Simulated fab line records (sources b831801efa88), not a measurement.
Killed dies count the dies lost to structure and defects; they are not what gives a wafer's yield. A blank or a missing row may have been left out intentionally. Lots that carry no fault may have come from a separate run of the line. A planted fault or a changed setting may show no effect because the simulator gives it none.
Chamber matching || flow sky130 || SKY_FIELD_ISO_ETCH_17 on rie si-02 has 4 sister chambers
The step etches Si in HBr/Cl2/O2, target depth 342 nm, time 97.7 s. 4 wafers are shown with their chamber, then 7 later ones without.

== WAFERS PAIRED WITH THEIR CHAMBERS ==
{"wafer": "L730.3", "chamber": 3, "drypump motor current A (A)": 5.7}
{"wafer": "L740.1", "chamber": 2, "drypump motor current A (A)": 6.3}
{"wafer": "L741.3", "chamber": 1, "drypump motor current A (A)": 5.8}
{"wafer": "L741.4", "chamber": 0, "drypump motor current A (A)": 6.6}

== WAFERS MISSING THEIR CHAMBER ==
{"wafer": "L741.5", "drypump motor current A (A)": 5.7}
{"wafer": "L744.1", "drypump motor current A (A)": 5.7}
{"wafer": "L744.2", "drypump motor current A (A)": 6.3}
{"wafer": "L744.6", "drypump motor current A (A)": 6.5}
{"wafer": "L747.1", "drypump motor current A (A)": 6.5}
{"wafer": "L747.2", "drypump motor current A (A)": 5.8}
{"wafer": "L747.6", "drypump motor current A (A)": 6.5}

== WHICH CHAMBER EACH WENT THROUGH ==
{"wafer": "L741.5", "from the rows above": "can't be placed: 3 or 1", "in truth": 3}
{"wafer": "L744.1", "from the rows above": "can't be placed: 3 or 1", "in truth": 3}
{"wafer": "L744.2", "from the rows above": 2, "in truth": 2}
{"wafer": "L744.6", "from the rows above": "can't be placed: 0 or 2", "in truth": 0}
{"wafer": "L747.1", "from the rows above": "can't be placed: 0 or 2", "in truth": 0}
{"wafer": "L747.2", "from the rows above": "can't be placed: 1 or 3", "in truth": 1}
{"wafer": "L747.6", "from the rows above": "can't be placed: 0 or 2", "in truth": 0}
Correct placement for 1 of the 7. Unplaceable from these rows: 6, with the true chamber sitting among the candidates in 6. Wrongly placed: 0.
How it was worked out, from the rows above alone: a wafer's distance from a chamber is the root of the sum, over the readings, of the square of ((its reading less the chamber's mean) divided by the reading's scatter). If the next closest chamber is less than 2 further off than the closest, the wafer can't be placed; otherwise it belongs to the closest. A chamber's mean is the mean of its shown wafers. The scatter: root of mean squared gap, hidden wafer to nearest shown wafer, with one shown wafer a chamber.
